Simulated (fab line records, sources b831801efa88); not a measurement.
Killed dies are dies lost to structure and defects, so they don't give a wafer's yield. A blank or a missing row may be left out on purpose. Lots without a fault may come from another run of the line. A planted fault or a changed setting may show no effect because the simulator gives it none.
Which tool did it? | flow sky130 | 7 lots, 21 wafers sampled, at 3 steps of a route of 708

WHAT THE GAUGES READ, wafer by wafer
SKY_CONTACT_THK_MEAS_03.
lot  | measured     | on            | CONTACT_HDPCVD_THK (nm)
L684 | day 31 21:59 | film_metro-02 | 574 552 574
L686 | day 32 10:55 | film_metro-03 | 565 565 563
L688 | day 33 04:26 | film_metro-03 | 573 562 564
L694 | day 34 15:18 | film_metro-03 | 561 576 575
L700 | day 36 09:52 | film_metro-02 | 562 567 564
L702 | day 37 05:49 | film_metro-02 | 571 566 571
L705 | day 37 17:52 | film_metro-02 | 572 569 566

WHICH TOOL RAN EACH LOT (tool, then ch and the chambers of the sampled wafers, then the start)
lot  | SKY_LI_CONTACT_CMP_24         | SKY_CONTACT_HDPCVD_02
L684 | cmp-02 ch 1,2, day 30 16:46   | hdpcvd-01 ch 0,1,2, day 31 21:54
L686 | cmp-02 ch 0,1,3, day 31 04:48 | hdpcvd-02 ch 0,1,2, day 32 10:51
L688 | cmp-01 ch 0,1,2, day 31 23:11 | hdpcvd-01 ch 0,1, day 33 04:22
L694 | cmp-02 ch 1,2,3, day 33 11:31 | hdpcvd-01 ch 0,1,2, day 34 15:13
L700 | cmp-01 ch 0,1,2, day 35 06:07 | hdpcvd-02 ch 0,1, day 36 09:46
L702 | cmp-01 ch 0,1,3, day 36 01:10 | hdpcvd-02 ch 0, day 37 05:37
L705 | cmp-02 ch 0,1, day 36 13:32   | hdpcvd-02 ch 0,1, day 37 17:46
- SKY_LI_CONTACT_CMP_24: polishes, stops on PSG, t overpolish 20 s, target thk 0 nm.
- SKY_CONTACT_HDPCVD_02: deposits SiO2, target thk 565 nm, time 94.2 s.

THE ANSWER, worked out from the rows above alone
Rule: what is usual is taken from the lots themselves. Put in order of their means at a reading, lots are off if they are a third of the lots or fewer, leave a main group of 4 or more, and stand apart from it by a gap of 3 or more times the standard deviation of the main group's means; of several such gaps the widest counts. A main group whose means are all the same, to the digits that the tables above print for the reading, isn't used. A lot without any number at a reading at which 4 lots or more have one is off too. The other lots that the step has rows for count as sound.
No lot is off at any reading shown: from this, nothing can be told.

WHAT THE SIMULATOR HAD PUT IN
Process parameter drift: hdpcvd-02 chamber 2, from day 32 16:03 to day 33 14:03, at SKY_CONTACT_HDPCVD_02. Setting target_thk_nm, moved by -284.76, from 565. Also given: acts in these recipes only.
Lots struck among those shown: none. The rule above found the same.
